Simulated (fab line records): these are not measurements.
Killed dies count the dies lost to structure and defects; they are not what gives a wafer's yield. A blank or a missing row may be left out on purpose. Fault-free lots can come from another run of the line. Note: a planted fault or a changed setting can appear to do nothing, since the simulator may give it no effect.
What tool caused it?	flow sky130	13 lots, 38 wafers sampled, at 3 steps of a route of 708

## WHAT THE GAUGES SHOWED, per wafer
SKY_LI_CONTACT_BOW_MEAS_03.
lot	measured	on	LI_CONTACT_BOW (um)
L833	day 28 01:53	film metro-01	54 76 54
L834	day 28 05:23	film metro-03	51 56 51
L835	day 28 15:15	film metro-02	57 63 60
L837	day 29 06:09	film metro-02	62 49 48
L841	day 31 04:05	film metro-03	61 64 56
L842	day 31 04:38	film metro-02	55 51 52
L843	day 31 06:09	film metro-02	47 71 42
L844	day 31 21:26	film metro-02	49 49 37
L845	day 32 01:05	film metro-02	61 51
L847	day 32 12:05	film metro-02	72 63 43
L854	day 34 16:41	film metro-03	53 52 57
L855	day 35 00:39	film metro-02	60 44 48
L856	day 35 04:43	film metro-01	47 55 57

SKY_LOCAL_INTERCONNECT_THK_MEAS_02: measures by xrf.
lot	measured	on	LOCAL_INTERCONNECT_TIN_THK (nm)
L833	day 29 07:16	film metro-03	99.1 99.1 98.2
L834	day 29 10:46	film metro-03	101.1 100.0 101.4
L835	day 29 20:31	film metro-04	100.7 100.3 100.6
L837	day 30 11:56	film metro-03	99.6 99.7 99.4
L841	day 32 08:22	film metro-03	100.0 99.9 100.5
L842	day 32 09:20	film metro-03	100.8 101.0 101.1
L843	day 32 10:34	film metro-03	99.5 98.8 98.5
L844	day 33 01:34	film metro-04	100.1 100.0 99.6
L845	day 33 05:46	film metro-01	103.1 103.0
L847	day 33 17:24	film metro-04	100.2 100.8 100.3
L854	day 35 20:27	film metro-03	99.5 99.8 100.8
L855	day 36 05:02	film metro-04	101.2 100.0 100.9
L856	day 36 08:50	film metro-03	100.5 101.0 101.1

SKY_LOCAL_INTERCONNECT_OVL_MEAS_12.
lot	measured	on	LOCAL_INTERCONNECT_OVL (nm)
L833	day 30 12:04	overlay-01	1 4 6
L834	day 30 14:55	overlay-02	6 3 9
L835	day 31 00:07	overlay-01	-8 -12 -5
L837	day 31 15:34	overlay-01	3 0 6
L841	day 33 12:17	overlay-01	-3 -13 -5
L842	day 33 12:32	overlay-01	-8 0 -2
L843	day 33 13:15	overlay-01	5 -7 3
L844	day 34 03:52	overlay-01	11 1 3
L845	day 34 08:37	overlay-01	-12 -7
L847	day 34 19:59	overlay-02	-4 -7 -2
L854	day 36 22:40	overlay-01	-8 -6 -9
L855	day 37 07:07	overlay-02	-5 -4 -7
L856	day 37 10:50	overlay-01	-2 -3 -5

## TOOL THAT RAN EACH LOT (tool first, then ch and the chambers of the sampled wafers, then the start)
There is no process step in the record ahead of these readings.

## AS READ BY THE TOOLS THEMSELVES (means over the sampled wafers that have a number; for cases with no such wafer, the mark the record gives instead)
The record holds no such reading with a usual standard deviation.

## THE ANSWER, worked out from the rows above alone
Rule: what is usual is taken from the lots themselves. Put in order of their means at a reading, lots are off if they are a third of the lots or fewer, leave a main group of 4 or more, and stand apart from it by a gap of 3 or more times the standard deviation of the main group's means; of several such gaps the widest counts. Not used: any main group whose means are identical at the precision the tables above print for the reading. A lot without any number at a reading at which 4 lots or more have one is off too. All remaining lots with rows at the step are treated as sound. Order of review: gauges by route order, followed by the tools' own readings, for which a lot's mean as printed above is used. At the first step where some lot is off, the reading lying furthest off is the one used; lots without a number count as furthest.
Nothing can be told from this: no lot is off at any reading shown.

## WHAT HAD BEEN PUT IN BY THE SIMULATOR
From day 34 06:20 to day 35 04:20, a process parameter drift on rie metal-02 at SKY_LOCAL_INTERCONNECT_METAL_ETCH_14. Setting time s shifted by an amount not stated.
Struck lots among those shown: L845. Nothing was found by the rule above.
